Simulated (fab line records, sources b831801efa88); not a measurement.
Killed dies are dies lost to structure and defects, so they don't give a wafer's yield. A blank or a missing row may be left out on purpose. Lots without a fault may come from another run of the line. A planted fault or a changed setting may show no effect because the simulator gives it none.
fab line records | flow sky130
record lots=7 wafers=21 last_day=50
route steps=708 shown SONOS_ONO@181 GATE_OXIDE@187 PAD_OPEN@708
lots that met no fault: from a run of the same line without faults
start_h: hours from the record's first day to the start of the lot's first wafer shown | wait_h: hours since the lot's step before | " the same as in the row above | L1.1+2: a row that stands for several wafers | - no value, or no start given | * or withheld: withheld | < > ~ a bound
route shown NAME@n: a module of which the file shows steps, and the number in the route of the first | usual: mean/standard deviation of fault-free wafers | same: alike in all rows | chamber/n: place in a boat | sites: the reading at each site | _std_site: their standard deviation | _edge_site: outer sites' mean less inner sites' | radius_mm: how far each site lies from the wafer's centre | mask NAME#n: copy n | behind: the tool/chamber that last shaped the wafer | hold: why the lot was held/for how many hours/how that ended | device: the transistor (n, p or np) that didn't switch | end of line: the same wafers' tests at the end of the route | a step without rows: its recipe alone | killed: dies lost to structure and defects at the first sort, not the wafer's yield | map: a wafer's dies, x killed, . not, _ none there
set.NAME: the setting as run; set.NAME@STEP: as run at that earlier step | model.NAME: the simulator's own value behind a step, which no gauge read
lots at some steps of the route; a table a step, a row a wafer
services: from which hour (start_h, from the record's first day; less than 0 if before it) a tool's chamber was out of use, for how many hours, and why
## steps
# step SKY_SONOS_ONO_CD_MEAS_13
# recipe target_cd_nm=410
# usual cd_nm=410.3/2.6
# columns lot.wafer tool chamber start_h wait_h cd_nm
L709.1 cd_sem-02 - 330.13 0.1 407.9
L709.5 " - " " 406.6
L709.6 " - " " 406.4
L712.1 cd_sem-01 - 349.47 0.1 413.2
L712.5 " - " " 412.0
L712.6 " - " " 412.8
L716.1 cd_sem-01 - 393.66 0.1 408.7
L716.2 " - " " 407.5
L716.4 " - " " 406.2
L718.3 cd_sem-02 - 403.37 0.1 411.5
L718.5 " - " " 410.5
L718.6 " - " " 411.1
L719.1 cd_sem-01 - 410.37 0.1 409.7
L719.5 " - " " 406.6
L719.6 " - " " 409.5
L720.1 cd_sem-02 - 410.56 0.1 410.0
L720.3 " - " " 408.8
L720.5 " - " " 411.6
L727.1 cd_sem-01 - 456.46 0.1 406.5
L727.4 " - " " 409.4
L727.6 " - " " 406.3
# step SKY_SONOS_ONO_OVL_MEAS_14
# usual SONOS_ONO_OVL=-0.1/1.4
# columns lot.wafer tool chamber start_h wait_h SONOS_ONO_OVL[nm]
L709.1 overlay-02 - 330.25 0.1 1.1
L709.5 " - " " -0.8
L709.6 " - " " 0.0
L712.1 overlay-02 - 349.59 0.1 -0.3
L712.5 " - " " -2.2
L712.6 " - " " 0.1
L716.1 overlay-01 - 393.78 0.1 0.0
L716.2 " - " " 0.5
L716.4 " - " " 2.4
L718.3 overlay-01 - 403.47 0.1 -0.5
L718.5 " - " " 0.0
L718.6 " - " " 1.2
L719.1 overlay-02 - 410.49 0.1 0.6
L719.5 " - " " -1.2
L719.6 " - " " 0.7
L720.1 overlay-01 - 410.68 0.1 -2.1
L720.3 " - " " -2.9
L720.5 " - " " -0.9
L727.1 overlay-02 - 456.58 0.1 -0.1
L727.4 " - " " 0.7
L727.6 " - " " 1.5
# step SKY_SONOS_ONO_ETCH_15
# recipe target_depth_nm=19.52 chemistry=CHF3/O2 source_w=600 bias_w=200 pressure_mtorr=40 chf3_flow_sccm=50 O2_flow_sccm=5 time_s=7.8
# usual drypump_motor_current_A=5.7/0.57 oes_product_au=0.998/0.0086 throttle_valve_pct=8.826/0.01
# columns lot.wafer tool chamber start_h wait_h drypump_motor_current_A oes_product_au rf_hours_counter_h throttle_valve_pct
L709.1 rie_diel-04 1 330.29 0.0 5.9 1.003 4 8.809
L709.5 " 1 " " 6.0 1.001 - 8.816
L709.6 " 0 " " 5.2 0.998 - 8.818
L712.1 rie_diel-01 0 349.62 0.0 5.6 0.996 91 8.835
L712.5 " 2 " " 6.7 0.984 - 8.825
L712.6 " 1 " " 4.9 0.988 - 8.817
L716.1 rie_diel-03 1 393.82 0.0 5.7 1.007 35 8.823
L716.2 " 0 " " 6.8 1.014 6 8.821
L716.4 " 2 " " 5.5 1.009 4 8.820
L718.3 rie_diel-01 2 403.49 0.0 6.7 0.981 95 8.815
L718.5 " 2 " " 6.7 0.987 - 8.823
L718.6 " 3 " " 5.2 0.996 - 8.842
L719.1 rie_diel-04 2 410.52 0.0 5.5 0.990 15 8.806
L719.5 " 0 " " 5.2 0.989 - 8.823
L719.6 " 1 " " 6.0 1.000 - 8.828
L720.1 rie_diel-01 1 410.72 0.0 4.8 0.993 59 8.814
L720.3 " 3 " " 5.3 0.994 60 8.816
L720.5 " 3 " " 5.3 0.994 - 8.820
L727.1 rie_diel-01 3 456.62 0.0 5.3 1.006 61 8.812
L727.4 " 0 " " 5.6 0.987 93 8.822
L727.6 " 3 " " 5.2 1.001 - 8.826
# step SKY_SONOS_ONO_WET_ETCH_16
# recipe chemistry=dHF target_depth_nm=14 dry=n2_spin target=SiO2 dilution=100:1 temp_c=25 time_s=280
# step SKY_SONOS_ONO_STRIP_17
# recipe chemistry=O2/N2 power_w=1400 pressure_mtorr=1500 platen_temp_c=withheld o2_flow_sccm=3000 n2_flow_sccm=300 overash_fraction=0.5
# usual drypump_motor_current_A=5.5/0.36 oes_product_au=0.710/0.0045 strip_time_to_endpoint_s=14.12/0.041
# columns lot.wafer tool chamber start_h wait_h drypump_motor_current_A oes_product_au rf_hours_counter_h strip_time_to_endpoint_s
L709.1 plasma_asher-03 0 330.40 0.0 5.3 0.717 63 14.04
L709.5 " 1 " " 5.4 0.710 - 14.08
L709.6 " 0 " " 5.3 0.710 - 14.08
L712.1 plasma_asher-02 1 349.74 0.0 5.4 0.710 65 14.14
L712.5 " 1 " " 5.4 0.703 - 14.14
L712.6 " 0 " " 6.4 0.708 - 14.13
L716.1 plasma_asher-03 0 393.92 0.0 5.3 0.701 69 14.13
L716.2 " 1 " " 5.4 0.707 69 14.13
L716.4 " 1 " " 5.4 0.709 - 14.11
L718.3 plasma_asher-02 1 403.63 0.0 5.4 0.711 - 14.12
L718.5 " 0 " " 6.3 0.709 - 14.11
L718.6 " 1 " " 5.4 0.714 - 14.13
L719.1 plasma_asher-03 0 410.64 0.0 5.3 0.704 71 14.18
L719.5 " 0 " " 5.3 0.704 - 14.16
L719.6 " 1 " " 5.4 0.706 - 14.13
L720.1 plasma_asher-02 1 410.83 0.0 5.4 0.717 71 14.08
L720.3 " 1 " " 5.3 0.713 - 14.13
L720.5 " 1 " " 5.4 0.708 - 14.14
L727.1 plasma_asher-03 1 456.73 0.0 5.4 0.711 3 14.01
L727.4 " 0 " " 5.3 0.712 - 14.03
L727.6 " 0 " " 5.3 0.713 - 14.01
# step SKY_SONOS_ONO_WET_ETCH_18
# recipe chemistry=H3PO4 target_depth_nm=15 target=Si3N4 temp_c=160 time_s=172
# step SKY_GATE_OXIDE_CLEAN_00
# recipe chemistry=SC1/SC2 mix=1:4:20 temp_c=70 time_s=150 dry=n2_spin
# step SKY_GATE_OXIDE_OXIDATION_01
# recipe temp_c=900 ambient=O2 stabilise_s=600 purge_s=300 target_thk_a=102.68 ox_time_s=1473
# step SKY_GATE_OXIDE_THK_MEAS_02
# recipe reads=SiO2_of_GATE_OXIDE_OXIDATION_01
# usual GATE_OXIDE_OXIDATION_00_THK=10.27/0.19
# columns lot.wafer tool chamber start_h wait_h GATE_OXIDE_OXIDATION_00_THK[nm]
L709.1 film_metro-04 - 332.02 0.0 10.51
L709.5 " - " " 10.70
L709.6 " - " " 10.61
L712.1 film_metro-04 - 352.92 0.0 10.31
L712.5 " - " " 10.35
L712.6 " - " " 10.30
L716.1 film_metro-01 - 395.54 0.0 10.31
L716.2 " - " " 10.42
L716.4 " - " " 10.24
L718.3 film_metro-01 - 407.28 0.0 10.15
L718.5 " - " " 10.26
L718.6 " - " " 10.05
L719.1 film_metro-01 - 413.04 0.0 10.24
L719.5 " - " " 10.21
L719.6 " - " " 10.27
L720.1 film_metro-03 - 413.04 0.0 10.17
L720.3 " - " " 10.11
L720.5 " - " " 10.11
L727.1 film_metro-01 - 459.15 0.0 10.13
L727.4 " - " " 10.10
L727.6 " - " " 10.26
# step SKY_GATE_OXIDE_DEHYDRATE_03
# recipe temp_c=200 time_s=60
# step SKY_GATE_OXIDE_HMDS_04
# recipe prime_time_s=60 prime_temp_c=120
# step SKY_GATE_OXIDE_COAT_05
# recipe resist=NOVOLAK spin_rpm=3000 resist_thk_nm=1140
# step SKY_GATE_OXIDE_SOFTBAKE_06
# recipe temp_c=90 time_s=60 resist=NOVOLAK
# usual heater_power_total_W=56.59/0.046 run_length_s=89.25/0.19
# columns lot.wafer tool chamber start_h wait_h heater_power_total_W run_length_s
L709.1 litho_track-01 0 346.23 0.1 56.59 89.44
L709.5 " 0 " " 56.59 89.24
L709.6 " 0 " " 56.56 89.34
L712.1 litho_track-01 0 367.23 0.1 56.62 89.71
L712.5 " 0 " " 56.55 89.25
L712.6 " 0 " " 56.68 89.46
L716.1 litho_track-03 0 410.13 0.1 56.58 88.97
L716.2 " 0 " " 56.60 89.01
L716.4 " 0 " " 66.90 64.58
L718.3 litho_track-03 0 421.88 0.1 56.55 89.08
L718.5 " 0 " " 56.52 88.98
L718.6 " 0 " " 66.93 64.86
L719.1 litho_track-03 0 428.03 0.1 56.63 89.07
L719.5 " 0 " " 56.54 88.96
L719.6 " 0 " " 66.98 64.81
L720.1 litho_track-04 0 428.11 0.1 56.50 89.22
L720.3 " 0 " " 56.54 89.13
L720.5 " 0 " " 56.64 89.43
L727.1 litho_track-01 0 473.63 0.1 56.64 89.37
L727.4 " 0 " " 56.61 89.31
L727.6 " 0 " " 56.55 89.40
# step SKY_GATE_OXIDE_EXPOSE_07
# recipe mask_id=LVOM na=0.6 source_shape=conventional sigma_outer=0.6 polarization=unpolarized target_cd_nm=600 dose_mj=170
# step SKY_GATE_OXIDE_PEB_08
# recipe temp_c=withheld time_s=* resist=NOVOLAK
# step SKY_GATE_OXIDE_DEVELOP_09
# recipe resist=NOVOLAK developer=TMAH develop_time_s=60 dev_temp_c=23
# usual developer_temp_C=23.00/0.11
# columns lot.wafer tool chamber start_h wait_h developer_temp_C model.NOVOLAK_of_GATE_OXIDE_COAT_05.thk_nm
L709.1 litho_track-01 0 359.88 0.1 23.14 1139
L709.5 " 0 " " 23.29 1145
L709.6 " 0 " " 23.28 1137
L712.1 litho_track-03 0 380.18 0.1 23.09 1141
L712.5 " 0 " " 23.05 1144
L712.6 " 0 " " 22.95 1141
L716.1 litho_track-01 0 426.13 0.1 23.11 1143
L716.2 " 0 " " 23.05 1143
L716.4 " 0 " " 22.96 1157
L718.3 litho_track-04 0 436.91 0.1 23.08 1146
L718.5 " 0 " " 22.91 1146
L718.6 " 0 " " 23.08 1158
L719.1 litho_track-03 0 442.28 0.1 23.06 1142
L719.5 " 0 " " 22.91 1145
L719.6 " 0 " " 22.97 1153
L720.1 litho_track-04 0 442.81 0.1 23.00 1145
L720.3 " 0 " " 22.86 1144
L720.5 " 0 " " 23.07 1144
L727.1 litho_track-03 0 488.83 0.1 22.83 1142
L727.4 " 0 " " 23.03 1141
L727.6 " 0 " " 23.04 1140
# step SKY_GATE_OXIDE_OVL_MEAS_10
# usual GATE_OXIDE_OVL=-1.6/1.6
# columns lot.wafer tool chamber start_h wait_h GATE_OXIDE_OVL[nm]
L709.1 overlay-01 - 360.03 0.1 -2.2
L709.5 " - " " -0.4
L709.6 " - " " -2.9
L712.1 overlay-02 - 380.33 0.1 0.8
L712.5 " - " " -0.5
L712.6 " - " " -0.7
L716.1 overlay-01 - 426.28 0.1 0.9
L716.2 " - " " -0.8
L716.4 " - " " -0.5
L718.3 overlay-01 - 437.02 0.1 -1.0
L718.5 " - " " -2.2
L718.6 " - " " -0.9
L719.1 overlay-01 - 442.43 0.1 -0.1
L719.5 " - " " 0.2
L719.6 " - " " -0.7
L720.1 overlay-01 - 442.96 0.1 -1.1
L720.3 " - " " -2.1
L720.5 " - " " -2.5
L727.1 overlay-01 - 488.98 0.1 -5.0
L727.4 " - " " -5.2
L727.6 " - " " -3.8
# step SKY_GATE_OXIDE_IMPLANT_11
# recipe species=B energy_kev=10 dose_cm2=2.6e+12 tilt_deg=withheld
# step SKY_GATE_OXIDE_WET_ETCH_12
# recipe chemistry=dHF target_depth_nm=16.8 dry=n2_spin target=SiO2 dilution=100:1 temp_c=25 time_s=336
# step SKY_GATE_OXIDE_STRIP_13
# recipe chemistry=O2/N2 power_w=1400 pressure_mtorr=1500 platen_temp_c=withheld o2_flow_sccm=3000 n2_flow_sccm=300 overash_fraction=0.5
# usual drypump_motor_current_A=5.6/0.38 oes_product_au=0.715/0.0048 strip_time_to_endpoint_s=14.20/0.037
# columns lot.wafer tool chamber start_h wait_h drypump_motor_current_A oes_product_au rf_hours_counter_h strip_time_to_endpoint_s
L709.1 plasma_asher-03 1 360.33 0.0 5.4 0.715 66 14.16
L709.5 " 1 " " 5.4 0.709 - 14.24
L709.6 " 0 " " 5.2 0.709 - 14.14
L712.1 plasma_asher-04 1 380.62 0.0 5.8 0.718 56 14.19
L712.5 " 0 " " 5.4 0.723 - 14.22
L712.6 " 1 " " 5.8 0.717 - 14.20
L716.1 plasma_asher-04 1 426.65 0.1 5.8 0.722 61 14.21
L716.2 " 0 " " 5.4 0.713 61 14.21
L716.4 " 0 " " 5.4 0.718 - 14.36
L718.3 plasma_asher-03 0 437.33 0.0 5.3 0.714 - 14.24
L718.5 " 1 " " 5.4 0.723 - 14.24
L718.6 " 0 " " 5.3 0.718 - 14.35
L719.1 plasma_asher-03 1 442.73 0.0 5.4 0.719 2 14.21
L719.5 " 0 " " 5.3 0.715 - 14.23
L719.6 " 1 " " 5.4 0.710 - 14.29
L720.1 plasma_asher-04 0 443.26 0.0 5.4 0.716 62 14.22
L720.3 " 1 " " 5.8 0.712 - 14.24
L720.5 " 0 " " 5.4 0.717 - 14.23
L727.1 plasma_asher-03 1 489.28 0.0 5.4 0.720 6 14.22
L727.4 " 0 " " 5.3 0.712 - 14.20
L727.6 " 0 " " 5.3 0.720 - 14.19
# step SKY_GATE_OXIDE_TW_MEAS_14
# usual GATE_OXIDE_TW=222.1/1.3
# columns lot.wafer tool chamber start_h wait_h GATE_OXIDE_TW
L709.1 film_metro-03 - 360.43 0.1 221.5
L709.5 " - " " 222.0
L709.6 " - " " 223.2
L712.1 film_metro-03 - 380.72 0.1 221.4
L712.5 " - " " 221.9
L712.6 " - " " 221.1
L716.1 film_metro-01 - 426.75 0.1 222.3
L716.2 " - " " 222.2
L716.4 " - " " 222.1
L718.3 film_metro-01 - 437.42 0.1 221.0
L718.5 " - " " 220.8
L718.6 " - " " 220.9
L719.1 film_metro-01 - 442.83 0.1 221.6
L719.5 " - " " 221.0
L719.6 " - " " 221.5
L720.1 film_metro-04 - 443.36 0.1 220.2
L720.3 " - " " 222.0
L720.5 " - " " 221.8
L727.1 film_metro-01 - 489.38 0.1 222.4
L727.4 " - " " 222.8
L727.6 " - " " 222.6
# step SKY_PAD_OPEN_PROBE_99
# usual killed_at_M0_to_M3=43/7.4 killed_at_M4_up=3.3/2 killed_at_contacts=24/5.4 killed_at_front_end=16/4.2 killed_at_other=0.3/0.61 killed_dies=87/9.4 killed_open=47/7.3 killed_short=40/6.7
# same gross_dies=492 killed_at_back_side=0
# columns lot.wafer tool chamber start_h wait_h killed_at_M0_to_M3 killed_at_M4_up killed_at_contacts killed_at_front_end killed_at_other killed_dies killed_open killed_short
L712.1 prober-01 - 1133.05 0.1 48 3 20 20 0 91 42 49
L712.5 prober-01 - 1133.25 0.2 54 3 22 18 0 97 58 38
L712.6 prober-01 - 1133.30 0.2 52 3 22 13 0 90 50 40
L716.1 prober-01 - 1156.84 0.1 48 2 24 12 0 86 49 35
L716.2 prober-01 - 1156.89 0.1 39 4 20 13 0 76 37 38
L716.4 prober-01 - 1156.99 0.2 49 7 26 23 2 107 63 41
L718.3 prober-02 - 1165.88 0.2 32 0 25 15 0 72 44 28
L718.5 prober-02 - 1165.98 0.2 49 4 27 16 0 96 55 41
L718.6 prober-02 - 1166.03 0.2 51 4 28 11 0 94 37 57
L727.1 prober-02 - 1193.02 0.1 26 1 22 27 0 76 36 39
L727.4 prober-02 - 1193.17 0.2 54 3 18 19 1 95 50 45
L727.6 prober-02 - 1193.27 0.2 32 3 22 16 1 74 32 42
# killed by level:class
L712.1 VIA1:geometric_particle:open=11 METAL2:geometric_particle:short=10 LOCAL_INTERCONNECT:geometric_particle:short=7 POLY_GATE:geometric_particle:short=6 CONTACT:geometric_particle:short=5 VIA1:geometric_particle:short=5 VIA3:geometric_particle:open=5 VIA2:geometric_particle:open=5
L712.5 VIA1:geometric_particle:open=16 CONTACT:geometric_particle:open=10 VIA3:geometric_particle:open=6 VIA1:geometric_particle:short=6 METAL2:geometric_particle:short=6 VIA2:geometric_particle:open=6 FIELD_ISO:geometric_particle:open=5 POLY_GATE:geometric_particle:open=5
L712.6 VIA1:geometric_particle:open=16 CONTACT:geometric_particle:open=9 VIA3:geometric_particle:short=7 METAL1:geometric_particle:short=6 METAL2:geometric_particle:short=5 LI_CONTACT:geometric_particle:open=5 METAL1:geometric_particle:open=4 SPACER:geometric_particle:short=4
L716.1 LI_CONTACT:geometric_particle:open=10 CONTACT:geometric_particle:open=10 VIA3:geometric_particle:open=9 VIA3:geometric_particle:short=7 METAL1:geometric_particle:short=7 VIA1:geometric_particle:open=6 VIA2:geometric_particle:open=5 FIELD_ISO:geometric_particle:open=4
L716.2 CONTACT:geometric_particle:open=7 METAL1:geometric_particle:short=6 POLY_GATE:geometric_particle:open=5 LI_CONTACT:geometric_particle:open=5 VIA1:geometric_particle:open=5 VIA2:geometric_particle:open=5 VIA3:geometric_particle:open=5 METAL4:geometric_particle:short=4
L716.4 LI_CONTACT:geometric_particle:open=11 VIA1:geometric_particle:open=11 VIA3:geometric_particle:open=9 CONTACT:geometric_particle:open=8 FIELD_ISO:geometric_particle:open=7 POLY_GATE:geometric_particle:open=6 METAL1:geometric_particle:short=5 VIA2:geometric_particle:open=5
L718.3 CONTACT:geometric_particle:open=12 VIA1:geometric_particle:open=9 LI_CONTACT:geometric_particle:open=7 VIA2:geometric_particle:open=5 FIELD_ISO:geometric_particle:short=4 CONTACT:geometric_particle:short=4 METAL1:geometric_particle:short=4 VIA3:geometric_particle:open=4
L718.5 VIA2:geometric_particle:open=14 CONTACT:geometric_particle:open=11 CONTACT:geometric_particle:short=9 VIA1:geometric_particle:open=8 LI_CONTACT:geometric_particle:open=5 VIA1:geometric_particle:short=5 METAL2:geometric_particle:short=5 VIA3:geometric_particle:open=5
L718.6 VIA1:geometric_particle:short=9 CONTACT:geometric_particle:open=9 LOCAL_INTERCONNECT:geometric_particle:short=8 METAL1:geometric_particle:short=6 METAL2:geometric_particle:short=6 VIA2:geometric_particle:short=6 VIA2:geometric_particle:open=6 LI_CONTACT:geometric_particle:open=4
L727.1 FIELD_ISO:geometric_particle:short=9 CONTACT:geometric_particle:open=8 POLY_GATE:geometric_particle:open=6 LI_CONTACT:geometric_particle:open=5 LOCAL_INTERCONNECT:geometric_particle:short=4 CONTACT:geometric_particle:short=4 VIA1:geometric_particle:short=4 POLY_GATE:geometric_particle:short=3
L727.4 VIA1:geometric_particle:open=12 VIA3:geometric_particle:open=8 METAL1:geometric_particle:short=7 FIELD_ISO:geometric_particle:short=6 CONTACT:geometric_particle:open=6 METAL3:geometric_particle:short=6 METAL1:geometric_particle:open=5 POLY_GATE:geometric_particle:open=4
L727.6 LI_CONTACT:geometric_particle:open=8 FIELD_ISO:geometric_particle:short=6 VIA1:geometric_particle:open=6 VIA2:geometric_particle:short=6 METAL2:geometric_particle:short=5 LOCAL_INTERCONNECT:geometric_particle:short=5 LI_CONTACT:geometric_particle:short=4 CONTACT:geometric_particle:open=4
## services
# columns tool chamber start_h hours kind
rie_diel-03 - 331.36 0.1 repair
plasma_asher-04 - 341.74 3.7 repair
rie_diel-03 1 345.57 6.2 repair
rie_diel-03 - 349.12 1.0 repair
plasma_asher-02 - 357.80 4.2 repair
rie_diel-01 2 359.81 3.1 repair
rie_diel-03 - 367.03 10.0 pm
rie_diel-01 1 369.20 3.9 repair
rie_diel-01 0 392.45 1.2 repair
rie_diel-03 1 395.81 3.9 repair
plasma_asher-03 - 399.36 2.8 pm
rie_diel-04 - 403.37 0.2 repair
plasma_asher-03 - 421.25 9.0 pm
plasma_asher-03 0 421.25 9.0 vent_cycle
plasma_asher-03 1 421.25 9.0 vent_cycle
plasma_asher-03 0 430.25 - clean
plasma_asher-03 1 430.25 - clean
rie_diel-03 - 432.50 0.6 repair
plasma_asher-02 - 439.92 2.3 repair
rie_diel-03 0 455.10 12.0 repair
rie_diel-03 1 459.31 16.7 repair
plasma_asher-02 - 469.74 0.5 repair
rie_diel-03 3 478.80 2.5 repair
rie_diel-04 - 484.50 0.4 repair
## key
first_sign step=SKY_GATE_OXIDE_SOFTBAKE_06 reading=heater_power_total_W direction=up sigmas=99+ usual=* struck=*
effect step=SKY_GATE_OXIDE_SOFTBAKE_06 reading=run_length_s direction=down sigmas=99+ usual=* struck=*
effect step=SKY_GATE_OXIDE_STRIP_13 reading=strip_time_to_endpoint_s direction=up sigmas=3.6 usual=* struck=*
model_effect step=SKY_GATE_OXIDE_DEVELOP_09 value=NOVOLAK_of_GATE_OXIDE_COAT_05.thk_nm without=1143 struck=1156
met_at SKY_GATE_OXIDE_SOFTBAKE_06
struck_wafers L716.4,L718.6,L719.6
tester_left_out L716,L718,L719
fault kind=process_parameter_drift tool=litho_track-03 chamber=- onset_h=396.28 steps=SKY_GATE_OXIDE_SOFTBAKE_06 channel=time_s offset=* shape=step end_h=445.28 scope=struck_wafers_only acts_in=* stated=*
# tester_left_out: of these lots the tester's yield and bins aren't shown, on N5 and GAA mostly nor the transistor test; their killed dies are dies lost to structure and defects alone, not to doping, threshold or leakage, so they don't give the yield
